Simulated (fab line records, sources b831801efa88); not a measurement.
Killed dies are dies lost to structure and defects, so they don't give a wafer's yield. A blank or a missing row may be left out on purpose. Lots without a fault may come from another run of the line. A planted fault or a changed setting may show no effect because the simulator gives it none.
Which tool did it? | flow sky130 | 12 lots, 36 wafers sampled, at 1 step of a route of 708

WHAT THE GAUGES READ, wafer by wafer
SKY_SD_N_TW_MEAS_12.
lot  | measured     | on            | SD_N_TW
L075 | day 28 03:19 | film_metro-04 | 4025 4018 4034
L077 | day 29 11:10 | film_metro-03 | 3981 3961 3987
L080 | day 29 19:04 | film_metro-01 | 3947 3973 3962
L081 | day 30 05:37 | film_metro-04 | 4029 4023 3991
L084 | day 31 09:41 | film_metro-01 | 3975 3968 3990
L085 | day 31 21:34 | film_metro-04 | 4011 4003 4002
L087 | day 32 09:28 | film_metro-03 | 3953 3983 3966
L089 | day 32 21:53 | film_metro-01 | 3957 3969 3974
L091 | day 33 16:26 | film_metro-01 | 4014 3983 4002
L094 | day 34 07:41 | film_metro-01 | 3981 3993 3976
L093 | day 34 17:13 | film_metro-03 | 3960 3954 3969
L097 | day 35 08:22 | film_metro-04 | 3956 3972 3960

WHICH TOOL RAN EACH LOT (tool, then ch and the chambers of the sampled wafers, then the start)
The record holds no process step before these readings.

THE ANSWER, worked out from the rows above alone
Rule: what is usual is taken from the lots themselves. Put in order of their means at a reading, lots are off if they are a third of the lots or fewer, leave a main group of 4 or more, and stand apart from it by a gap of 3 or more times the standard deviation of the main group's means; of several such gaps the widest counts. A main group whose means are all the same, to the digits that the tables above print for the reading, isn't used. A lot without any number at a reading at which 4 lots or more have one is off too. The other lots that the step has rows for count as sound.
No lot is off at any reading shown: from this, nothing can be told.

WHAT THE SIMULATOR HAD PUT IN
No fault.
